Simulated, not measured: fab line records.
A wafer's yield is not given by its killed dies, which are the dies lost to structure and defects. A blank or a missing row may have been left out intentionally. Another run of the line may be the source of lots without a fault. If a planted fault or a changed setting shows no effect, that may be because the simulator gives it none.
Struck lot and sound lot, side by side	flow sky130	35 out of 708 route steps
Sound: wafers L638.2, L638.4, L638.6. Wafers L640.2, L640.4, L640.5 were the ones struck. At the end, the cause is stated.
Each step with rows lists, per side, the tool, then ch with its chambers, then its first start. Under that, the readings that differ: sound wafers	struck wafers	difference of the means	sigmas: that difference in standard deviations of wafers without a fault.
alike: readings whose means differ by less than 2 such deviations, and words and numbers that are the same on both sides. not compared: withheld readings, readings that some wafer has no value for, bounds like >300 that may hide the same value, and numbers for which the record gives no deviation and whose values overlap.
A row with sigmas, a row that says differs or no value, or rows on one side alone: a step with any of these is where the two part. Numbers that have no deviation but don't overlap get no sigmas and don't part them. Lack of a reading on every wafer of one side parts them only where that side has two or more wafers.

SKY_SD_P_CD_MEAS_07 targets a cd of 380 nm.
  sound: cdSem-02 at day 27 04:52; struck: cdSem-02 at day 27 14:26
  alike: cdNm
SKY_SD_P_OVL_MEAS_08:
  sound: overlay-02 at day 27 04:58; struck: overlay-01 at day 27 14:32
  alike: SD_P_OVL
after that, 1 step had no rows for these wafers: SKY_SD_P_IMPLANT_09.
SKY_SD_P_STRIP_10: strips in O2/N2.
  sound on plasmaAsher-02 ch 0,1, day 27 05:09; struck on plasmaAsher-01 ch 0,1, day 27 14:43
  alike: drypumpMotorCurrentA, oesProductAu, stripTimeToEndpointS
  not compared: rfHoursCounterH
SKY_SD_P_TW_MEAS_11:
  sound: filmMetro-04 at day 27 05:16; struck: filmMetro-02 at day 27 14:49
  alike: SD_P_TW
then, 7 steps without rows for these wafers: SKY_RES_XHIGH_DEHYDRATE_00 (time 60 s); SKY_RES_XHIGH_HMDS_01 (prime time 60 s); SKY_RES_XHIGH_COAT_02 (resist thk 1140 nm); SKY_RES_XHIGH_SOFTBAKE_03 (time 60 s); SKY_RES_XHIGH_EXPOSE_04 (exposes mask URPM, target cd 1270 nm); SKY_RES_XHIGH_PEB_05; SKY_RES_XHIGH_DEVELOP_06 (develop time 60 s).
SKY_RES_XHIGH_IMPLANT_07:
  sound on implanter-01 ch 0, day 28 09:35; struck on implanter-01 ch 0, day 28 19:20
reading	sound	struck	difference	sigmas
beamOnS (s)	39.8 37.7 39.1	32.5 32.4 32.9	-6.3	-5
doseIonsCm2	3.593e+14 3.6e+14 3.597e+14	3.081e+14 3.08e+14 3.076e+14	-5.177e+13	-99 or more
SKY_RES_XHIGH_STRIP_08: strips in O2/N2.
  sound on plasmaAsher-03 ch 0,1, day 28 09:43; struck on plasmaAsher-02 ch 0,1, day 28 19:28
  alike: drypumpMotorCurrentA, oesProductAu, stripTimeToEndpointS
  not compared: rfHoursCounterH
SKY_RES_XHIGH_TW_MEAS_09:
  sound: filmMetro-04 at day 28 09:49; struck: filmMetro-04 at day 28 19:34
reading	sound	struck	difference	sigmas
RES_XHIGH_TW	1659 1667 1671	1592 1589 1591	-75	-2
then, 7 steps without rows for these wafers: SKY_SD_N_DEHYDRATE_00 (time 60 s); SKY_SD_N_HMDS_01 (prime time 60 s); SKY_SD_N_COAT_02 (resist thk 1140 nm); SKY_SD_N_SOFTBAKE_03 (time 60 s); SKY_SD_N_EXPOSE_04 (exposes mask NSDM, target cd 380 nm); SKY_SD_N_PEB_05; SKY_SD_N_DEVELOP_06 (develop time 60 s).
SKY_SD_N_CD_MEAS_07 targets a cd of 380 nm.
  sound: cdSem-02 at day 29 14:17; struck: cdSem-01 at day 29 23:13
reading	sound	struck	difference	sigmas
cdNm (nm)	381.7 380.2 380.2	375.5 375.0 376.6	-5.0	-2
SKY_SD_N_OVL_MEAS_08:
  sound: overlay-02 at day 29 14:23; struck: overlay-02 at day 29 23:19
  alike: SD_N_OVL
then, 2 steps without rows for these wafers: SKY_SD_N_IMPLANT_09; SKY_SD_N_IMPLANT_10.
SKY_SD_N_STRIP_11: strips in O2/N2.
  sound on plasmaAsher-04 ch 0, day 29 14:43; struck on plasmaAsher-01 ch 1, day 29 23:39
  alike: drypumpMotorCurrentA, oesProductAu, stripTimeToEndpointS
  not compared: rfHoursCounterH
SKY_SD_N_TW_MEAS_12:
  sound: filmMetro-04 at day 29 14:49; struck: filmMetro-01 at day 29 23:46
reading	sound	struck	difference	sigmas
SD_N_TW	4037 4066 4069	3875 3878 3872	-182	-3
then, 1 step without rows for these wafers: SKY_SD_N_CLEAN_13 (cleans in SC1/SC2, time 150 s).
SKY_SD_N_RTA_14: time 2 s.
  sound on rtpAnneal-02 ch 0, day 29 14:56; struck on rtpAnneal-02 ch 0, day 29 23:52
  alike: lampPowerPct, wafer_temp_C_max
SKY_SD_N_RS_MEAS_16: a four-point-probe measurement.
  sound: filmMetro-02 at day 29 15:07; struck: filmMetro-04 at day 30 00:03
  alike: SD_N_RS
SKY_SD_N_RS_MEAS_17: a four-point-probe measurement.
  sound: filmMetro-02 at day 29 15:14; struck: filmMetro-04 at day 30 00:10
  alike: SD_P_RS
SKY_SD_N_RS_MEAS_18: a four-point-probe measurement.
  sound: filmMetro-02 at day 29 15:22; struck: filmMetro-04 at day 30 00:17
reading	sound	struck	difference	sigmas
RES_XHIGH_RS (ohm/sq)	335.6 334.4 334.6	376.6 377.5 377.2	+42.2	+35
then, 1 step without rows for these wafers: SKY_SALICIDE_CLEAN_00 (cleans in HF-last, time 30 s).
-- the record jumps here: 17 days lie between the struck wafers' starts before and after (it left off in module SALICIDE and takes up again in module PAD_OPEN, whose first step shown is number 708 of the route) --
SKY_PAD_OPEN_PROBE_99:
  sound: prober-02 at day 47 06:07; struck: prober-02 at day 47 11:07
reading	sound	struck	difference	sigmas
model.etest.resXhighPo.lineOhmUm	5679 5767 5642	7411 7238 7605	+1722	
model.etest.resXhighPo.rsOhmSq	2017 2022 1993	2588 2548 2686	+597	
  alike: killed_at_M0_to_M3, killed_at_M4_up, killedAtContacts, killedAtFrontEnd, killedAtOther, killedDies, killedOpen, killedShort

WHERE THEY PART
Last at SKY_SD_N_RS_MEAS_18 as far as this record goes, first at SKY_RES_XHIGH_IMPLANT_07. Later steps at which nothing parts them and some readings are alike: SKY_PAD_OPEN_PROBE_99.

WHY: what had been put in by the simulator
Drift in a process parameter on implanter-01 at SKY_RES_XHIGH_IMPLANT_07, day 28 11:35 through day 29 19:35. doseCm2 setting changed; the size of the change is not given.
